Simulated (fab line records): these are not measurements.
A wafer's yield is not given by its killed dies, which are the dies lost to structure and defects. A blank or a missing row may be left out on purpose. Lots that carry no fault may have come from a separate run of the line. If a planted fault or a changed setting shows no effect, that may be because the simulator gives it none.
Which tool did it? ; flow gf180mcu ; route of 602 steps, sampled at 1 step: 7 lots, 19 wafers

== WHAT THE GAUGES READ, wafer by wafer ==
GF_HV_LDD_THK_MEAS_55.
lot;measured;on;HV_LDD_CVD_54_THK (nm)
L988;day 12 13:31;filmMetro-04;9.83 9.94 9.86
L990;day 13 09:05;filmMetro-03;10.04 10.08 10.06
L992;day 14 00:04;filmMetro-04;9.90 9.85 9.83
L100;day 17 03:54;filmMetro-03;10.04 10.00
L102;day 17 17:08;filmMetro-02;10.05 9.94
L106;day 19 07:44;filmMetro-03;10.28 10.17 10.22
L108;day 19 22:31;filmMetro-03;9.72 9.87 9.69

== WHAT TOOL EACH LOT RAN ON (gives the tool, then ch and the chambers of the sampled wafers, and finally the start) ==
The record holds no process step before these readings.

== THE ANSWER, worked out from the rows above alone ==
Rule: the usual values come from the lots themselves. Put in order of their means at a reading, lots are off if they are a third of the lots or fewer, leave a main group of 4 or more, and stand apart from it by a gap of 3 or more times the standard deviation of the main group's means; of several such gaps the widest counts. A main group whose means are all the same, to the digits that the tables above print for the reading, isn't used. Also off: a lot with no number at a reading for which 4 or more lots have one. The other lots that the step has rows for count as sound.
Across all readings shown, no lot is off: no conclusion can be drawn from this.

== WHAT HAD BEEN PUT IN BY THE SIMULATOR ==
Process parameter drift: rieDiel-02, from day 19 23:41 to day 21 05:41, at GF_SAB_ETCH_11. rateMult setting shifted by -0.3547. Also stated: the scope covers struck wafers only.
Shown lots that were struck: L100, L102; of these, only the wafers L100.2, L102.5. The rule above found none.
